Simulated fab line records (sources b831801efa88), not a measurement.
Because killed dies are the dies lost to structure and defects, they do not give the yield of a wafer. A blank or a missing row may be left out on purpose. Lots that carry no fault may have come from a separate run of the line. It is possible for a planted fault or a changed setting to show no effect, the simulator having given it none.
Which tool did it? -- flow gf180mcu -- 33 wafers from 11 lots sampled at 6 of the route's 602 steps

WHAT EACH GAUGE READ, for each wafer
GF_V3_THK_MEAS_03. Usual: V3_CVD_02_THK 851 nm, standard deviation 13.
lot,measured,on,V3_CVD_02_THK (nm),flag
L825,day 21 13:22,film-metro-03,857 855 869,
L829,day 23 01:07,film-metro-02,846 858 850,
L830,day 23 12:21,film-metro-03,847 857 863,
L832,day 24 05:31,film-metro-02,855 840 871,
L836,day 25 13:34,film-metro-04,865 863 860,
L837,day 25 23:43,film-metro-03,856 843 851,
L838,day 26 08:21,film-metro-03,830 840 844,
L844,day 28 00:16,film-metro-03,732 721 742 731 721 741,OFF
L846,day 28 13:55,film-metro-04,714 719 736 714 720 735,OFF
L847,day 28 18:10,film-metro-04,849 843 843,
L848,day 29 08:33,film-metro-02,854 868 858,

GF_V3_BOW_MEAS_05. Usual: V3_BOW 120 um, standard deviation 8.4.
lot,measured,on,V3_BOW (um),flag
L825,day 21 13:44,film-metro-04,118 120 115,
L829,day 23 01:29,film-metro-03,131 115 118,
L830,day 23 12:43,film-metro-02,102 125 124,
L832,day 24 05:53,film-metro-03,113 118 123,
L836,day 25 13:55,film-metro-03,112 130 108,
L837,day 26 00:04,film-metro-02,123 128 100,
L838,day 26 08:43,film-metro-04,109 122 127,
L844,day 28 04:44,film-metro-02,119 124 123,
L846,day 28 19:47,film-metro-03,142 128 133,
L847,day 28 18:31,film-metro-04,111 105 109,
L848,day 29 09:02,film-metro-04,129 137 131,

WHAT TOOL EACH LOT RAN ON (gives the tool, then ch and the chambers of the sampled wafers, and finally the start)
lot,GF_V2_ETCH_17,GF_M3_METAL_ETCH_16,GF_V3_CVD_02,GF_V3_CMP_04
L825,"rie-diel-02 ch 0,1,3, day 21 12:31 or earlier","rie-metal-01 ch 0,1, day 21 12:31","pecvd-03 ch 0,2, day 21 13:18","cmp-01 ch 0,1,3, day 21 13:32"
L829,"rie-diel-04 ch 0,2, day 23 00:08 or earlier","rie-metal-03 ch 0, day 23 00:08","pecvd-01 ch 1,2, day 23 01:03","cmp-02 ch 1,2,3, day 23 01:16"
L830,"rie-diel-02 ch 1,2, day 23 11:29 or earlier","rie-metal-04 ch 0,1, day 23 11:29","pecvd-04 ch 0,2, day 23 12:17","cmp-02 ch 0,1,3, day 23 12:31"
L832,"rie-diel-04 ch 0,2,3, day 24 04:39 or earlier","rie-metal-04 ch 0,1, day 24 04:39","pecvd-04 ch 0,2, day 24 05:27","cmp-01 ch 2,3, day 24 05:35"
L836,"rie-diel-02 ch 0,1, day 25 12:42 or earlier","rie-metal-04 ch 1, day 25 12:42","pecvd-03 ch 0,1,2, day 25 13:29","cmp-01 ch 0,2,3, day 25 13:37"
L837,"rie-diel-03 ch 0,3, day 25 22:51 or earlier","rie-metal-03 ch 0,1, day 25 22:51","pecvd-04 ch 0,1, day 25 23:38","cmp-02 ch 0,1,3, day 25 23:46"
L838,"rie-diel-02 ch 0,1, day 26 07:29 or earlier","rie-metal-04 ch 0,1, day 26 07:29","pecvd-01 ch 0,1,2, day 26 08:17","cmp-01 ch 1,2, day 26 08:25"
L844,"rie-diel-04 ch 0,1,2, day 27 23:23 or earlier","rie-metal-01 ch 0,1, day 27 23:23","pecvd-03 ch 1,2, day 28 00:11","cmp-01 ch 1,2,3, day 28 04:25"
L846,"rie-diel-04 ch 1,2,3, day 28 12:58 or earlier","rie-metal-03 ch 0,1, day 28 12:58","pecvd-03 ch 1,2, day 28 13:51","cmp-02 ch 0,1,3, day 28 19:24"
L847,"rie-diel-02 ch 0,1,2, day 28 17:10 or earlier","rie-metal-01 ch 0, day 28 17:10","pecvd-04 ch 0,1,2, day 28 18:05","cmp-01 ch 0,2,3, day 28 18:13"
L848,"rie-diel-04 ch 0,1,3, day 29 07:32 or earlier","rie-metal-03 ch 0, day 29 07:32","pecvd-04 ch 0,2, day 29 08:29","cmp-01 ch 1,2,3, day 29 08:50"
- GF_V2_ETCH_17: etches SiO2 in C4F8/O2/Ar, stops on TiN, target depth 630 nm.
- GF_M3_METAL_ETCH_16: etches the open film in Cl2/BCl3, stops on SiO2, target depth 750.8 nm, time 125.1 s.
- GF_V3_CVD_02: deposits SiO2 from TEOS, target thk 850 nm, time 94.851 s.
- GF_V3_CMP_04: polishes SiO2.

AS READ BY THE TOOLS THEMSELVES (means over the sampled wafers that have a number; for cases with no such wafer, the mark the record gives instead)
GF_V2_ETCH_17. Usual: oes-product-au reads 0.856 a.u. (standard deviation 0.0045).
lot,tool,oes-product-au (a.u.),flag
L825,rie-diel-02,0.848,
L829,rie-diel-04,0.853,
L830,rie-diel-02,0.856,
L832,rie-diel-04,0.853,
L836,rie-diel-02,0.860,
L837,rie-diel-03,0.855,
L838,rie-diel-02,0.861,
L844,rie-diel-04,0.856,
L846,rie-diel-04,0.855,
L847,rie-diel-02,0.857,
L848,rie-diel-04,0.858,

GF_M3_METAL_ETCH_16. Usual: drypump-motor-current-A 5.6 A, standard deviation 0.34; oes-product-au 0.991 a.u., standard deviation 0.0056; throttle-valve-pct 28.229 %, standard deviation 0.0094.
lot,tool,drypump-motor-current-A (A),oes-product-au (a.u.),throttle-valve-pct (%),flag
L825,rie-metal-01,6.0,0.996,28.233,
L829,rie-metal-03,5.9,0.994,28.222,
L830,rie-metal-04,5.4,0.989,28.234,
L832,rie-metal-04,5.4,0.987,28.224,
L836,rie-metal-04,5.6,0.984,28.231,
L837,rie-metal-03,5.5,0.995,28.223,
L838,rie-metal-04,5.2,0.991,28.231,
L844,rie-metal-01,6.0,0.992,28.230,
L846,rie-metal-03,5.7,0.991,28.232,
L847,rie-metal-01,5.9,0.989,28.235,
L848,rie-metal-03,5.9,0.991,28.218,

GF_V3_CVD_02. Usual: heater-power-w 644 W, standard deviation 110; run-length-s 122.9 s, standard deviation 0.5; susceptor-temp-C 400.03 C, standard deviation 0.23.
lot,tool,heater-power-w (W),run-length-s (s),susceptor-temp-C (C),flag
L825,pecvd-03,672,122.8,399.94,
L829,pecvd-01,618,122.8,399.88,
L830,pecvd-04,718,122.7,400.08,
L832,pecvd-04,640,123.0,400.14,
L836,pecvd-03,580,122.7,400.10,
L837,pecvd-04,562,122.7,400.39,
L838,pecvd-01,625,122.7,399.91,
L844,pecvd-03,647,108.9,-,OFF
L846,pecvd-03,610,108.9,-,OFF
L847,pecvd-04,666,122.9,399.90,
L848,pecvd-04,580,122.9,399.84,

GF_V3_CMP_04. Usual: motor-current-A 12.1 A, standard deviation 1.9; time-to-endpoint-s 82 s, standard deviation 5.8.
lot,tool,motor-current-A (A),time-to-endpoint-s (s),flag
L825,cmp-01,12.8,84,
L829,cmp-02,12.8,80,
L830,cmp-02,11.8,81,
L832,cmp-01,11.6,77,
L836,cmp-01,12.6,84,
L837,cmp-02,11.7,87,
L838,cmp-01,11.1,72,
L844,cmp-01,12.4,38,OFF
L846,cmp-02,11.8,40,OFF
L847,cmp-01,12.3,82,
L848,cmp-01,12.4,82,

THE ANSWER, worked out from the rows above alone
Rule: lot off if the mean of its wafers having a number is beyond 3 standard deviations from the usual mean. A lot without any number at a reading at which 4 lots or more have one is off too. Where the step has rows for the other lots, those lots are counted as sound. The gauges are gone through in route order, then the tools' own readings, and for those a lot's mean is taken as printed above. At the first step where some lot is off, the reading lying furthest off is the one used; lots without a number count as furthest.
Off: L844, L846, at GF_V3_THK_MEAS_03 (V3_CVD_02_THK).
If a tool, at a process step before that reading, ran all the lots that are off and no sound lot after the first of them, it fits. Not tried: the gauges at GF_V3_THK_MEAS_03; whatever is off there is also off at GF_V3_CVD_02, on other tools, and gauge error can't account for it. Because GF_V2_ETCH_17 lacks a start for some lots, the hours and order of its lots are taken from GF_M3_METAL_ETCH_16. One fits: GF_V3_CVD_02 on pecvd-03. A fault onset in the window from L836 (day 25 13:29, its last sound lot) to L844 (day 28 00:11, its first lot off) fits.
The tool's own readings at GF_V3_CVD_02 bear it out: on the lots that are off they differ by more than 5 times the standard deviation of the sound lots' means. run-length-s reads 108.9 s there against 122.8 s on the sound lots.
Blank at GF_V3_CVD_02 on the lots that are off, where sound lots have numbers: susceptor-temp-C.

WHAT THE SIMULATOR HAD INSERTED
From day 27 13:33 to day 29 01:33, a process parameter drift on pecvd-03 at GF_V3_CVD_02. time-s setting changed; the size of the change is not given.
Struck lots among those shown: L844, L846. The rule above found the same.
